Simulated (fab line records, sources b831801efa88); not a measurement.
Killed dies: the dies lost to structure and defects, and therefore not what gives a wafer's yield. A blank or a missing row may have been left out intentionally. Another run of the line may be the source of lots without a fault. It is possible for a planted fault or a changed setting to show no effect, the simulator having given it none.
What tool caused it?	flow gf180mcu	7 lots with 21 wafers sampled at 3 steps, on a route of 602 steps

## WHAT THE GAUGES READ, wafer by wafer
GF_NSD_TW_MEAS_12.
lot	measured	on	NSD_TW
L224	day 14 19:28	film_metro-03	4221 4217 4213
L226	day 15 17:42	film_metro-04	4248 4273 4282
L229	day 16 13:43	film_metro-04	4288 4255 4262
L230	day 16 22:17	film_metro-03	4199 4182 4195
L238	day 19 19:58	film_metro-04	4264 4242 4273
L242	day 21 09:12	film_metro-01	4216 4233 4249
L244	day 21 21:17	film_metro-01	4242 4263 4242

## TOOL THAT RAN EACH LOT (tool first, then ch and the chambers of the sampled wafers, then the start)
lot	GF_HV_LDD_STRIP_37	GF_NSD_DEVELOP_06
L224	plasma_asher-04 ch 0,1, day 12 21:55	litho_track-04 ch 0, day 14 18:47
L226	plasma_asher-02 ch 1, day 13 18:34	litho_track-03 ch 0, day 15 17:01
L229	plasma_asher-04 ch 0,1, day 14 13:49	litho_track-04 ch 0, day 16 13:00
L230	plasma_asher-02 ch 0,1, day 14 21:43	litho_track-03 ch 0, day 16 21:35
L238	plasma_asher-04 ch 0,1, day 17 14:32	litho_track-04 ch 0, day 19 19:15
L242	plasma_asher-04 ch 0,1, day 19 02:25	litho_track-03 ch 0, day 21 08:31
L244	plasma_asher-04 ch 0,1, day 19 15:10	litho_track-01 ch 0, day 21 20:37
- GF_HV_LDD_STRIP_37: strips in O2/N2.
- GF_NSD_DEVELOP_06: develop time 60 s.

## THE ANSWER, worked out from the rows above alone
Rule: the usual values come from the lots themselves. The widest of any qualifying gaps counts: lots, ordered by their means at a reading, are off when they make up no more than a third of the lots, leave a main group of 4 or more, and stand apart from it by 3 or more times the standard deviation of that group's means. If all means in a main group match to the digits the tables above print for the reading, that group is not used. Also off: a lot with no number at a reading for which 4 or more lots have one. The other lots that the step has rows for count as sound.
No lot is off at any reading shown: from this, nothing can be told.

## WHAT HAD BEEN PUT IN BY THE SIMULATOR
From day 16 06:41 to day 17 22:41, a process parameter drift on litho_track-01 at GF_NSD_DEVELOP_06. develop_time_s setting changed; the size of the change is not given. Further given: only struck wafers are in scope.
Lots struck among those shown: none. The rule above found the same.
